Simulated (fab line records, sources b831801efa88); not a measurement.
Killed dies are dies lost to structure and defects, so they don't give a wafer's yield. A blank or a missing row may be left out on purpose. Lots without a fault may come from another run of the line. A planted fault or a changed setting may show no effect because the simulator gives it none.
A struck lot beside a sound one | flow gf180mcu | 16 steps out of a route of 602
Sound: wafers L259.2, L259.5, L259.6. Struck: wafer L261.1. (L261.2, L261.6 of the same lot were not struck and are left out.) The cause comes at the end.
At each step with rows: each side's tool, then ch and its chambers, then its first start. Under that, the readings that differ: sound wafers | struck wafers | difference of the means | sigmas: that difference in standard deviations of wafers without a fault.
alike: readings whose means differ by less than 2 such deviations, and words and numbers that are the same on both sides. not compared: withheld readings, readings that some wafer has no value for, bounds like >300 that may hide the same value, and numbers for which the record gives no deviation and whose values overlap.
The two part at a step that has a row with sigmas, a row that says differs or no value, or rows on one side only. Numbers that don't overlap but have no deviation are shown without sigmas and don't part them. A reading that every wafer of one side lacks parts them only if that side has two wafers or more.

first, 5 steps without rows for these wafers: GF_M5_COAT_02 (resist thk 1000 nm); GF_M5_SOFTBAKE_03 (time 60 s); GF_M5_EXPOSE_04 (exposes mask Metal5, target cd 280 nm); GF_M5_PEB_05 (peb time 90 s); GF_M5_DEVELOP_06 (develop time 60 s).
GF_M5_CD_MEAS_07: target cd 280 nm.
  sound on cd_sem-02, day 28 14:22; struck on cd_sem-02, day 29 10:08
  alike: cd_nm
GF_M5_OVL_MEAS_08:
  sound on overlay-01, day 28 14:28; struck on overlay-02, day 29 10:16
  alike: M5_OVL
GF_M5_ETCH_09: etches Si3N4 in CF4/O2, target depth 52 nm, time 11.6 s.
  sound on rie_diel-01 ch 1,2,3, day 28 14:29; struck on rie_diel-04 ch 2, day 29 10:17
  alike: drypump_motor_current_A, oes_product_au, throttle_valve_pct
  not compared: rf_hours_counter_h
GF_M5_METAL_ETCH_10: etches the open film in Cl2/BCl3, stops on SiO2, target depth 750.8 nm, time 125.1 s.
  sound on rie_metal-04 ch 0,1, day 28 14:31; struck on rie_metal-02 ch 0, day 29 10:19
  alike: drypump_motor_current_A, he_backside_leak_sccm, oes_product_au, throttle_valve_pct
  not compared: rf_hours_counter_h
GF_M5_STRIP_11: strips in O2/N2.
  sound on plasma_asher-02 ch 0,1, day 28 14:39; struck on plasma_asher-02 ch 1, day 29 10:27
  alike: drypump_motor_current_A, heater_power_w, n2_flow_sccm, oes_product_au, strip_time_to_endpoint_s
  not compared: rf_hours_counter_h
then, 2 steps without rows for these wafers: GF_M5_STRIP_12 (strips in post etch residue remover, time 1200 s); GF_M5_CLEAN_13 (cleans in DIW).
GF_V5_CVD_00: deposits SiO2, target thk 300 nm, time 50 s.
  sound on hdpcvd-01 ch 0,1,2, day 28 15:11; struck on hdpcvd-01 ch 2, day 29 11:01
  reading                             | sound             | struck | difference | sigmas
  sih4_flow_sccm (sccm)               | 60.19 59.93 60.02 | 71.91  | +11.86     | +62
  model.SiO2_of_V5_CVD_00.thk_nm (nm) | 299.2 296.2 300.6 | 361    | +62        |
GF_V5_THK_MEAS_01:
  sound on film_metro-03, day 28 15:14; struck on film_metro-03, day 29 11:04
  reading            | sound       | struck | difference | sigmas
  V5_CVD_00_THK (nm) | 299 296 301 | 361    | +62        | +19
GF_V5_CVD_02: deposits SiO2 from TEOS, target thk 1450 nm, time 163.28 s.
  sound on pecvd-03 ch 0,1, day 28 15:17; struck on pecvd-04 ch 1, day 29 11:07
  alike: heater_power_w
GF_PASSIVATION_PROBE_99:
  the record has rows for the sound wafers here (prober-02, day 31 05:50) and none for the struck ones

WHERE THEY PART
First at GF_V5_CVD_00; last, within this record, at GF_PASSIVATION_PROBE_99.

WHY: what the simulator had put in
Process parameter drift: hdpcvd-01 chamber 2, from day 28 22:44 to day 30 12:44, at GF_V5_CVD_00. Setting sih4_flow_sccm, moved by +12, from 60. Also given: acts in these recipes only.
